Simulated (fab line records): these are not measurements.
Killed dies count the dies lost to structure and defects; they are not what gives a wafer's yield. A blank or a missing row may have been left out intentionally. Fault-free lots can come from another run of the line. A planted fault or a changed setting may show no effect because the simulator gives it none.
fab line records	flow sky130
record: lots: 12	wafers: 36	last_day: 52
route steps=708 shown POLY_GATE@228 LDD_HVN@274 PAD_OPEN@708
lots that met no fault: from a run of the same line without faults
start_h: the number of hours between the record's first day and the start of the first shown wafer of the lot	wait_h: hours from the lot's prior step to this one	" identical to the entry in the row above	L1.1+2: several wafers, shown together as one row	- no value, or no start was given	* or withheld: withheld	< > ~ a bound
route shown NAME@n: NAME is a module with steps in the file, n the number in the route of the first one	usual: mean/standard deviation taken from wafers without a fault	same: alike in all rows	chamber/n: place in a boat	sites: each site's reading	_std_site: the standard deviation of these	_edge_site: outer sites' mean less inner sites'	radius_mm: how far each site lies from the wafer's centre	mask NAME#n: copy n	behind: the most recent tool/chamber to have shaped the wafer	hold: the reason the lot was held/the length of the hold in hours/how it ended	device: whichever transistor did not switch (one of n, p or np)	end of line: tests run on the same wafers once the route is complete	a step given without rows: its recipe and nothing more	killed: dies lost to structure and defects at the first sort, not the wafer's yield	map: a wafer's dies, x killed, . not, _ none there
set.NAME: the run value of the setting; set.NAME@STEP: its run value at that earlier step	model.NAME: the simulator's own value behind a step, which no gauge read
a sample of lots followed through the steps of the route, with each step as a table and each wafer as a row
services: a tool's chamber out of use, with start hour (start_h, from the record's first day; less than 0 if before it), hours out, and reason
== steps ==
step: SKY_POLY_GATE_OVL_MEAS_14
usual: POLY_GATE_OVL: 1/6.1
lot.wafer	tool	chamber	start_h	wait_h	POLY_GATE_OVL[nm]
L650.2	overlay-02	-	424.12	0.1	4
L650.3	"	-	"	"	-3
L650.6	"	-	"	"	-1
L651.2	overlay-01	-	427.10	0.1	2
L651.4	"	-	"	"	-4
L651.6	"	-	"	"	-1
L653.1	overlay-01	-	431.86	0.1	-1
L653.2	"	-	"	"	3
L653.4	"	-	"	"	7
L656.2	overlay-01	-	434.22	0.1	-11
L656.4	"	-	"	"	-3
L656.6	"	-	"	"	-7
L657.1	overlay-02	-	434.91	0.1	-11
L657.3	"	-	"	"	-7
L657.5	"	-	"	"	-1
L659.2	overlay-02	-	439.22	0.1	8
L659.4	"	-	"	"	2
L659.6	"	-	"	"	2
L661.2	overlay-01	-	582.57	0.1	-1
L661.4	"	-	"	"	2
L661.5	"	-	"	"	-2
L666.1	overlay-02	-	598.68	0.1	6
L666.3	"	-	"	"	-2
L666.5	"	-	"	"	2
L665.1	overlay-02	-	602.84	0.1	12
L665.2	"	-	"	"	13
L665.4	"	-	"	"	13
L668.4	overlay-02	-	609.31	0.1	-8
L668.5	"	-	"	"	2
L668.6	"	-	"	"	-1
L670.1	overlay-02	-	609.91	0.1	-1
L670.3	"	-	"	"	1
L670.4	"	-	"	"	-5
L669.1	overlay-02	-	611.71	0.1	3
L669.2	"	-	"	"	-3
L669.4	"	-	"	"	-13
step: SKY_LDD_HVN_OVL_MEAS_07
usual: LDD_HVN_OVL: -0.3/1.7
lot.wafer	tool	chamber	start_h	wait_h	LDD_HVN_OVL[nm]
L650.2	overlay-02	-	521.02	0.1	2.7
L650.3	"	-	"	"	1.1
L650.6	"	-	"	"	1.2
L651.2	overlay-01	-	524.17	0.1	-0.4
L651.4	"	-	"	"	-1.7
L651.6	"	-	"	"	-0.3
L653.1	overlay-02	-	528.82	0.1	-1.9
L653.2	"	-	"	"	-0.8
L653.4	"	-	"	"	-2.1
L656.2	overlay-02	-	531.45	0.1	-2.9
L656.4	"	-	"	"	-3.1
L656.6	"	-	"	"	-2.0
L657.1	overlay-01	-	532.07	0.1	-3.3
L657.3	"	-	"	"	-0.3
L657.5	"	-	"	"	1.1
L659.2	overlay-01	-	537.17	0.1	2.7
L659.4	"	-	"	"	2.3
L659.6	"	-	"	"	2.6
L661.2	overlay-01	-	674.68	0.1	-2.7
L661.4	"	-	"	"	0.6
L661.5	"	-	"	"	-2.6
L666.1	overlay-02	-	691.27	0.1	-1.4
L666.3	"	-	"	"	-1.4
L666.5	"	-	"	"	-2.7
L665.1	overlay-02	-	692.27	0.1	2.3
L665.2	"	-	"	"	1.7
L665.4	"	-	"	"	4.1
L668.4	overlay-01	-	700.16	0.1	0.2
L668.5	"	-	"	"	-2.4
L668.6	"	-	"	"	-0.6
L670.1	overlay-02	-	700.72	0.1	3.1
L670.3	"	-	"	"	1.7
L670.4	"	-	"	"	-0.1
L669.1	overlay-01	-	702.22	0.1	1.2
L669.2	"	-	"	"	1.0
L669.4	"	-	"	"	0.0
step: SKY_LDD_HVN_IMPLANT_08
recipe: species: P	energy_kev: 60	dose_cm2: 3e+13	tilt_deg: 40
usual: beam_energy_keV: 59.998/0.017	end_station_pressure_torr: 5.14e-06/2.6e-07
lot.wafer	tool	chamber	start_h	wait_h	beam_energy_keV	end_station_pressure_torr
L650.2	implanter-04	0	521.08	0.0	60.004	5.13e-06
L650.3	"	0	"	"	59.999	5.39e-06
L650.6	"	0	"	"	60.018	5.53e-06
L651.2	implanter-01	0	524.23	0.0	59.999	5.27e-06
L651.4	"	0	"	"	60.023	4.61e-06
L651.6	"	0	"	"	60.024	5.48e-06
L653.1	implanter-03	0	528.85	0.0	60.004	5.32e-06
L653.2	"	0	"	"	60.007	5.12e-06
L653.4	"	0	"	"	59.987	5.25e-06
L656.2	implanter-01	0	531.50	0.0	59.975	4.76e-06
L656.4	"	0	"	"	59.970	5.76e-06
L656.6	"	0	"	"	59.999	5.1e-06
L657.1	implanter-03	0	532.11	0.0	60.016	5.14e-06
L657.3	"	0	"	"	60.018	5.18e-06
L657.5	"	0	"	"	60.019	5.12e-06
L659.2	implanter-03	0	537.23	0.0	60.002	5e-06
L659.4	"	0	"	"	60.010	5.17e-06
L659.6	"	0	"	"	60.014	5.25e-06
L661.2	implanter-01	0	674.73	0.0	59.991	5.29e-06
L661.4	"	0	"	"	59.980	5.29e-06
L661.5	"	0	"	"	59.973	5.04e-06
L666.1	implanter-01	0	691.30	0.0	40.745	5.39e-06
L666.3	"	0	"	"	40.752	5.19e-06
L666.5	"	0	"	"	40.751	5.4e-06
L665.1	implanter-01	0	692.31	0.0	40.718	5.79e-06
L665.2	"	0	"	"	40.741	5.04e-06
L665.4	"	0	"	"	40.726	4.86e-06
L668.4	implanter-04	0	700.25	0.1	60.023	5.38e-06
L668.5	"	0	"	"	60.004	4.87e-06
L668.6	"	0	"	"	59.993	4.93e-06
L670.1	implanter-03	0	700.76	0.0	60.015	5.03e-06
L670.3	"	0	"	"	60.004	4.79e-06
L670.4	"	0	"	"	60.003	4.94e-06
L669.1	implanter-03	0	702.26	0.0	60.001	4.79e-06
L669.2	"	0	"	"	59.982	5.1e-06
L669.4	"	0	"	"	60.004	5.17e-06
step: SKY_LDD_HVN_STRIP_09
recipe: chemistry: O2/N2	power_w: 1400	pressure_mtorr: 1500	platen_temp_c: withheld	o2_flow_sccm: 3000	n2_flow_sccm: 300	overash_fraction: 0.5
usual: drypump_motor_current_A: 5.63/0.25	oes_product_au: 0.409/0.0047	strip_time_to_endpoint_s: 4.134/0.015
lot.wafer	tool	chamber	start_h	wait_h	drypump_motor_current_A	oes_product_au	rf_hours_counter_h	strip_time_to_endpoint_s
L650.2	plasma_asher-04	1	521.20	0.1	5.77	0.408	38	4.123
L650.3	"	0	"	"	5.79	0.404	-	4.115
L650.6	"	1	"	"	5.80	0.409	-	4.117
L651.2	plasma_asher-02	0	524.35	0.1	5.79	0.409	83	4.138
L651.4	"	1	"	"	5.79	0.404	-	4.130
L651.6	"	0	"	"	5.80	0.401	-	4.137
L653.1	plasma_asher-02	1	529.00	0.1	5.78	0.413	84	4.153
L653.2	"	0	"	"	5.80	0.401	84	4.127
L653.4	"	1	"	"	5.77	0.403	-	4.134
L656.2	plasma_asher-03	0	531.63	0.1	5.47	0.408	67	4.117
L656.4	"	0	"	"	5.46	0.415	-	4.118
L656.6	"	0	"	"	5.47	0.404	-	4.139
L657.1	plasma_asher-04	1	532.26	0.1	5.77	0.421	39	4.152
L657.3	"	1	"	"	5.75	0.410	-	4.155
L657.5	"	0	"	"	5.79	0.416	-	4.175
L659.2	plasma_asher-03	0	537.35	0.1	5.47	0.411	68	4.149
L659.4	"	1	"	"	5.17	0.411	-	4.132
L659.6	"	0	"	"	5.44	0.409	-	4.140
L661.2	plasma_asher-04	1	674.86	0.1	5.75	0.417	54	4.128
L661.4	"	1	"	"	5.81	0.409	-	4.136
L661.5	"	1	"	"	5.73	0.405	-	4.123
L666.1	plasma_asher-03	0	691.45	0.1	5.47	0.404	81	4.143
L666.3	"	0	"	"	5.46	0.408	-	4.128
L666.5	"	1	"	"	5.14	0.404	-	4.131
L665.1	plasma_asher-04	0	692.46	0.1	5.82	0.408	56	4.156
L665.2	"	1	"	"	5.80	0.413	56	4.118
L665.4	"	1	"	"	5.77	0.410	-	4.128
L668.4	plasma_asher-04	0	700.36	0.1	5.81	0.407	-	4.145
L668.5	"	1	"	"	5.83	0.405	-	4.140
L668.6	"	0	"	"	5.79	0.408	-	4.111
L670.1	plasma_asher-03	1	700.91	0.1	5.13	0.410	81	4.149
L670.3	"	1	"	"	5.15	0.406	-	4.153
L670.4	"	0	"	"	5.46	0.409	-	4.139
L669.1	plasma_asher-03	0	702.41	0.1	5.48	0.412	81	4.151
L669.2	"	1	"	"	5.14	0.410	81	4.160
L669.4	"	0	"	"	5.48	0.409	-	4.135
step: SKY_LDD_HVN_TW_MEAS_10
usual: LDD_HVN_TW: 1441/14
lot.wafer	tool	chamber	start_h	wait_h	LDD_HVN_TW
L650.2	film_metro-04	-	521.31	0.1	1432
L650.3	"	-	"	"	1431
L650.6	"	-	"	"	1431
L651.2	film_metro-02	-	524.46	0.1	1468
L651.4	"	-	"	"	1459
L651.6	"	-	"	"	1467
L653.1	film_metro-02	-	529.10	0.1	1458
L653.2	"	-	"	"	1458
L653.4	"	-	"	"	1456
L656.2	film_metro-03	-	531.74	0.1	1430
L656.4	"	-	"	"	1433
L656.6	"	-	"	"	1421
L657.1	film_metro-03	-	532.36	0.1	1427
L657.3	"	-	"	"	1437
L657.5	"	-	"	"	1436
L659.2	film_metro-03	-	537.46	0.1	1429
L659.4	"	-	"	"	1436
L659.6	"	-	"	"	1431
L661.2	film_metro-02	-	674.97	0.1	1467
L661.4	"	-	"	"	1454
L661.5	"	-	"	"	1446
L666.1	film_metro-03	-	691.55	0.1	1282
L666.3	"	-	"	"	1282
L666.5	"	-	"	"	1286
L665.1	film_metro-03	-	692.56	0.1	1288
L665.2	"	-	"	"	1290
L665.4	"	-	"	"	1291
L668.4	film_metro-04	-	700.46	0.1	1437
L668.5	"	-	"	"	1437
L668.6	"	-	"	"	1428
L670.1	film_metro-02	-	701.01	0.1	1465
L670.3	"	-	"	"	1456
L670.4	"	-	"	"	1455
L669.1	film_metro-03	-	702.51	0.1	1427
L669.2	"	-	"	"	1429
L669.4	"	-	"	"	1420
step: SKY_PAD_OPEN_PROBE_99
usual: killed_at_M0_to_M3: 45/6.3	killed_at_M4_up: 2.8/1.6	killed_at_contacts: 24/5.1	killed_at_front_end: 14/4.4	killed_at_other: 0.4/0.73	killed_dies: 86/9	killed_open: 47/7.8	killed_short: 39/6.6
same: gross_dies: 492	killed_at_back_side: 0
lot.wafer	tool	chamber	start_h	wait_h	killed_at_M0_to_M3	killed_at_M4_up	killed_at_contacts	killed_at_front_end	killed_at_other	killed_dies	killed_open	killed_short
L650.2	prober-01	-	1135.00	0.1	67	4	23	15	0	109	52	57
L650.3	prober-01	-	1135.05	0.2	48	4	15	6	0	73	26	47
L650.6	prober-01	-	1135.20	0.2	46	3	22	13	0	84	50	33
L657.1	prober-02	-	1140.03	0.1	36	4	23	16	0	79	40	39
L657.3	prober-02	-	1140.13	0.2	34	1	28	9	0	72	44	28
L657.5	prober-02	-	1140.23	0.2	45	2	27	6	0	80	45	35
L665.1	prober-01	-	1237.43	0.1	36	8	25	22	0	91	50	41
L665.2	prober-01	-	1237.48	0.1	44	4	30	12	1	91	59	32
L665.4	prober-01	-	1237.58	0.2	42	3	30	13	0	88	43	45
L668.4	prober-01	-	1241.58	0.2	44	1	26	12	0	83	50	33
L668.5	prober-01	-	1241.63	0.2	43	5	20	15	0	83	40	43
L668.6	prober-01	-	1241.68	0.2	40	2	22	14	0	78	40	38
L666.1	prober-02	-	1244.21	0.1	47	4	20	13	0	84	44	39
L666.3	prober-02	-	1244.31	0.2	49	4	29	9	2	93	55	38
L666.5	prober-02	-	1244.41	0.2	42	1	27	16	1	87	49	37
killed by level:class
L650.2 VIA1:geometric_particle:open=15 METAL1:geometric_particle:short=10 METAL2:geometric_particle:short=9 LI_CONTACT:geometric_particle:open=9 VIA2:geometric_particle:open=8 CONTACT:geometric_particle:open=7 VIA1:geometric_particle:short=7 VIA3:geometric_particle:short=6
L650.3 VIA1:geometric_particle:short=7 METAL2:geometric_particle:short=7 VIA2:geometric_particle:open=7 CONTACT:geometric_particle:short=6 VIA3:geometric_particle:open=6 VIA2:geometric_particle:short=5 METAL3:geometric_particle:short=4 LOCAL_INTERCONNECT:geometric_particle:short=4
L650.6 VIA1:geometric_particle:open=13 VIA3:geometric_particle:open=11 CONTACT:geometric_particle:open=11 CONTACT:geometric_particle:short=5 METAL1:geometric_particle:short=5 FIELD_ISO:geometric_particle:short=4 LI_CONTACT:geometric_particle:open=4 VIA1:geometric_particle:short=3
L657.1 LI_CONTACT:geometric_particle:open=8 POLY_GATE:geometric_particle:short=6 VIA1:geometric_particle:open=6 VIA2:geometric_particle:open=6 CONTACT:geometric_particle:open=5 METAL1:geometric_particle:short=5 VIA2:geometric_particle:short=5 VIA3:geometric_particle:open=5
L657.3 CONTACT:geometric_particle:open=10 VIA1:geometric_particle:open=10 LI_CONTACT:geometric_particle:open=7 CONTACT:geometric_particle:short=6 METAL1:geometric_particle:short=6 FIELD_ISO:geometric_particle:open=5 VIA2:geometric_particle:open=4 VIA1:geometric_particle:short=4
L657.5 VIA3:geometric_particle:open=13 LI_CONTACT:geometric_particle:open=9 CONTACT:geometric_particle:open=9 VIA1:geometric_particle:open=7 VIA1:geometric_particle:short=6 CONTACT:geometric_particle:short=6 METAL1:geometric_particle:short=5 VIA2:geometric_particle:short=4
L665.1 CONTACT:geometric_particle:open=8 VIA1:geometric_particle:open=8 VIA3:geometric_particle:open=6 METAL4:geometric_particle:short=6 FIELD_ISO:geometric_particle:open=5 SPACER:geometric_particle:open=5 CONTACT:geometric_particle:short=5 FIELD_ISO:geometric_particle:short=4
L665.2 VIA1:geometric_particle:open=14 CONTACT:geometric_particle:open=13 VIA2:geometric_particle:open=9 LI_CONTACT:geometric_particle:open=7 VIA3:geometric_particle:open=7 VIA1:geometric_particle:short=6 CONTACT:geometric_particle:short=5 FIELD_ISO:geometric_particle:open=4
L665.4 CONTACT:geometric_particle:open=14 VIA1:geometric_particle:open=8 VIA2:geometric_particle:short=7 VIA3:geometric_particle:open=7 METAL2:geometric_particle:short=6 LI_CONTACT:geometric_particle:open=5 METAL1:geometric_particle:short=5 CONTACT:geometric_particle:short=4
L668.4 CONTACT:geometric_particle:open=12 VIA1:geometric_particle:open=9 VIA2:geometric_particle:open=9 FIELD_ISO:geometric_particle:open=6 LI_CONTACT:geometric_particle:open=6 METAL1:geometric_particle:short=5 METAL2:geometric_particle:short=5 VIA3:geometric_particle:open=4
L668.5 VIA1:geometric_particle:short=12 VIA1:geometric_particle:open=9 VIA3:geometric_particle:open=7 FIELD_ISO:geometric_particle:short=6 CONTACT:geometric_particle:open=6 LI_CONTACT:geometric_particle:short=4 LOCAL_INTERCONNECT:geometric_particle:short=4 FIELD_ISO:geometric_particle:open=3
L668.6 CONTACT:geometric_particle:open=12 CONTACT:geometric_particle:short=6 VIA3:geometric_particle:open=6 VIA1:geometric_particle:open=6 VIA2:geometric_particle:open=6 FIELD_ISO:geometric_particle:short=5 METAL3:geometric_particle:short=5 METAL2:geometric_particle:short=5
L666.1 VIA1:geometric_particle:open=15 VIA1:geometric_particle:short=8 CONTACT:geometric_particle:open=7 METAL2:geometric_particle:short=6 CONTACT:geometric_particle:short=5 VIA2:geometric_particle:open=5 FIELD_ISO:geometric_particle:short=3 POLY_GATE:geometric_particle:short=3
L666.3 LI_CONTACT:geometric_particle:open=12 VIA1:geometric_particle:open=11 CONTACT:geometric_particle:open=10 VIA2:geometric_particle:open=9 METAL1:geometric_particle:short=6 VIA3:geometric_particle:short=5 CONTACT:geometric_particle:short=5 FIELD_ISO:geometric_particle:short=4
L666.5 VIA1:geometric_particle:open=13 CONTACT:geometric_particle:open=9 LI_CONTACT:geometric_particle:short=6 LI_CONTACT:geometric_particle:open=6 VIA2:geometric_particle:open=6 FIELD_ISO:geometric_particle:short=5 POLY_GATE:geometric_particle:open=5 VIA1:geometric_particle:short=4
== services ==
tool	chamber	start_h	hours	kind
implanter-03	-	520.82	1.8	repair
plasma_asher-02	-	528.37	0.6	repair
implanter-04	-	532.37	3.0	repair
implanter-03	-	532.66	3.9	pm
implanter-01	-	538.68	4.8	repair
implanter-01	-	566.19	1.3	repair
implanter-01	-	570.53	2.6	repair
implanter-04	-	583.80	1.6	repair
implanter-03	-	599.84	0.6	repair
implanter-04	-	604.22	5.7	pm
implanter-01	-	619.70	2.9	repair
plasma_asher-03	-	629.99	2.8	pm
plasma_asher-03	-	640.92	17.2	repair
plasma_asher-03	-	693.20	7.3	repair
== key ==
first_sign: step: SKY_LDD_HVN_IMPLANT_08	reading: beam_energy_keV	direction: down	sigmas: 99+	usual: *	struck: *
effect: step: SKY_LDD_HVN_TW_MEAS_10	reading: LDD_HVN_TW	direction: down	sigmas: 11	usual: 1441	struck: 1286
met_at SKY_LDD_HVN_IMPLANT_08
struck_lots L665,L666
tester_left_out L665,L666
not_acting_at SKY_POLY_GATE_OVL_MEAS_14,SKY_LDD_HVN_OVL_MEAS_07,SKY_LDD_HVN_STRIP_09
onset_between 674.73 691.30
fault: kind: process_parameter_drift	tool: implanter-01	chamber: -	onset_h: 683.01	steps: SKY_LDD_HVN_IMPLANT_08	channel: energy_kev	offset: *	shape: step	end_h: 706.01	acts_in: *	stated: *
tester_left_out: of these lots the tester's yield and bins aren't shown, on N5 and GAA mostly nor the transistor test; their killed dies are dies lost to structure and defects alone, not to doping, threshold or leakage, so they don't give the yield
